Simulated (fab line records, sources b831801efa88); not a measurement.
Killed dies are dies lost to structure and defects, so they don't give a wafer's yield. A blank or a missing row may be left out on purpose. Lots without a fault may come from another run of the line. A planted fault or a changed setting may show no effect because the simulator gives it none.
Problem report in the 8D (eight disciplines) form, filled by code | flow sky130 | the parts of the form that need people (team, actions taken, sign-off) are left out

1. THE PROBLEM
killed_at_M0_to_M3 at SKY_PAD_OPEN_PROBE_99 reads a mean of 86 on 2 wafers of 2 lots; wafers without a fault read 44 with a standard deviation of 7.3. That is +5.8 standard deviations from the usual mean.
First seen on wafer L573.2, day 49 14:17, on prober-01. The record holds 6 wafers of 2 lots with a number at this step. Rule for "out", or "out of limits": more than 4 standard deviations from the usual mean. The other wafers with a number count as sound.

2. WHAT IT IS AND WHAT IT IS NOT
question                    | is                                       | is not
which readings at this step | killed_at_M0_to_M3, sort_bin_3_pad_short | killed_at_M4_up, killed_at_contacts, killed_at_front_end, killed_at_other, killed_open, killed_short, sort_bin_6_memory
which lots                  | L573, L574                               | -
which wafers of those lots  | L573.2, L574.5                           | L573.3, L573.6, L574.2, L574.3
read on which tools         | prober-01, prober-02                     | -
when                        | from day 49 14:17                        | up to then (0 sound wafers); but 4 sound wafers of L573, L574 came after

3. SUSPECTS, AND WHAT RULES EACH OUT
Counting: a tool at a process step up to the reading stays a suspect if it ran every lot that is out. Sound lots after the first of them don't rule it out here, since some wafers of a struck lot are sound.
- plasma_asher-02 at SKY_METAL1_STRIP_20 (strips in O2/N2): kept. It ran every lot that is out, first L573 (day 37 22:36).
- Within plasma_asher-02 at SKY_METAL1_STRIP_20: the wafers that are out ran in chamber 1; their sound lot-mates ran in chamber 0.
Left after counting: plasma_asher-02 at SKY_METAL1_STRIP_20.

4. THE CAUSE (what the simulator had put in)
Chamber particle source: plasma_asher-02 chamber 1, from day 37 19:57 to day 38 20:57, at SKY_METAL1_STRIP_20. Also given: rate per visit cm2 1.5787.
Counting left only this tool.

5. THE CHAIN OF EFFECTS, in route order
Each row: a reading whose mean over the struck wafers that have a number lies more than 3 standard deviations from the usual. Only readings for which the record gives a usual standard deviation are gone through. hours: the time from each lot's start at the first step in this table that gives one to its start at this step, as a median over the lots. sigmas: the change in usual standard deviations.
hours | step                  | reading              | usual  | on struck wafers | change | sigmas
0     | SKY_PAD_OPEN_PROBE_99 | defect_limited_yield | 82.4 % | 75.0             | -7.4   | -3.5
0     | SKY_PAD_OPEN_PROBE_99 | killed_at_M0_to_M3   | 44     | 86               | +42    | +5.8
0     | SKY_PAD_OPEN_PROBE_99 | killed_dies          | 87     | 123              | +36    | +3.6
0     | SKY_PAD_OPEN_PROBE_99 | sort_bin_3_pad_short | 0.8 %  | 3.3              | +2.5   | +5.8
0     | SKY_PAD_OPEN_PROBE_99 | sort_bin_5_function  | 10.5 % | 15.8             | +5.3   | +3.3
0     | SKY_PAD_OPEN_PROBE_99 | sort_n_pass          | 405    | 369              | -36    | -3.6
0     | SKY_PAD_OPEN_PROBE_99 | sort_yield_pct       | 82.4 % | 75.0             | -7.4   | -3.5
The process steps in it:
- SKY_PAD_OPEN_PROBE_99

6. WHAT WOULD HAVE CAUGHT IT SOONER
In this record the first reading out of limits was taken at day 49 14:17, 282 hours after the fault began at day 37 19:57.
Of the tool readings at SKY_METAL1_STRIP_20 for which the record gives a usual standard deviation, none was out on any struck wafer, so an alarm limit of 4 standard deviations on them would not have fired.
All the lots that are out (2) had begun SKY_METAL1_STRIP_20 on plasma_asher-02 by day 49 14:17. A hold on the tool at that time would have spared none of them.
